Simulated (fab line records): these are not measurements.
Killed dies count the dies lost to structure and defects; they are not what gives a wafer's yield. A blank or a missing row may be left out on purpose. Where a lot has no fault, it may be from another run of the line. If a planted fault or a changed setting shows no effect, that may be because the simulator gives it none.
Problem report, 8D (eight disciplines) form, completed by code || flow sky130 || the parts of the form that need people (team, actions taken, sign-off) are left out

1. WHAT IS WRONG
Mean of beam_energy_keV at SKY_LDD_N_IMPLANT_14: 51.841 across 6 wafers in 2 lots; on wafers with no fault it is 50.000 (standard deviation 0.016). That is +99 or more standard deviations from the usual mean.
First observed at day 24 11:16: wafer L986.2, on implanter-01. Wafers with a number at this step in the record: 39, from 13 lots. By rule, "out" or "out of limits" means more than 4 standard deviations away from the usual mean. Any other wafer with a number is counted as sound.

2. WHAT IT IS; WHAT IT IS NOT
{"question": "which readings at this step", "is": "beam_energy_keV", "is not": "faraday_current_uA"}
{"question": "which lots", "is": "L985, L986", "is not": "L968, L969, L970, L972, L973, L974, L975, L976, L977, L980, L988"}
{"question": "which wafers of those lots", "is": "all that have a number", "is not": "-"}
{"question": "read on which tools", "is": "implanter-01", "is not": "implanter-02, implanter-04"}
{"question": "when", "is": "from day 24 11:16", "is not": "up to then (30 sound wafers); but 3 sound wafers of L988 came after"}

3. WHAT RULES OUT EACH SUSPECT
Counting: a tool at a process step up to the reading stays a suspect if it ran every lot that is out and no sound lot after the first of them.
- implanter-01 at SKY_LDD_N_IMPLANT_14: kept. It ran every lot that is out, first L986 (day 24 11:16), and no sound lot after that; its last sound lot up to then is L972 (day 19 19:37). On those wafers its own readings are out: beam_energy_keV.
Remaining after the count: implanter-01 at SKY_LDD_N_IMPLANT_14.

4. THE CAUSE (what the simulator had put in)
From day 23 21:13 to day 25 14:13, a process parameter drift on implanter-01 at SKY_LDD_N_IMPLANT_14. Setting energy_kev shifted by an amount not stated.
Counting left only this tool.

5. THE CHAIN OF EFFECTS, in route order
Each row: a reading where the mean over the struck wafers with a number is more than 3 standard deviations away from the usual. Scope: only readings with a usual standard deviation given in the record; hours: median across lots of the time from each lot's start at the first step in this table that gives one to its start at this step; sigmas: change in usual standard deviations.
{"hours": 0, "step": "SKY_LDD_N_IMPLANT_14", "reading": "beam_energy_keV", "usual": 50.000, "on struck wafers": 51.841, "change": "+1.841", "sigmas": "+99 or more"}
Its process steps:
- SKY_LDD_N_IMPLANT_14

6. WHAT WOULD HAVE CAUGHT IT SOONER
In this record the first reading out of limits was taken at day 24 11:16, 14 hours after the fault began at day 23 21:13.
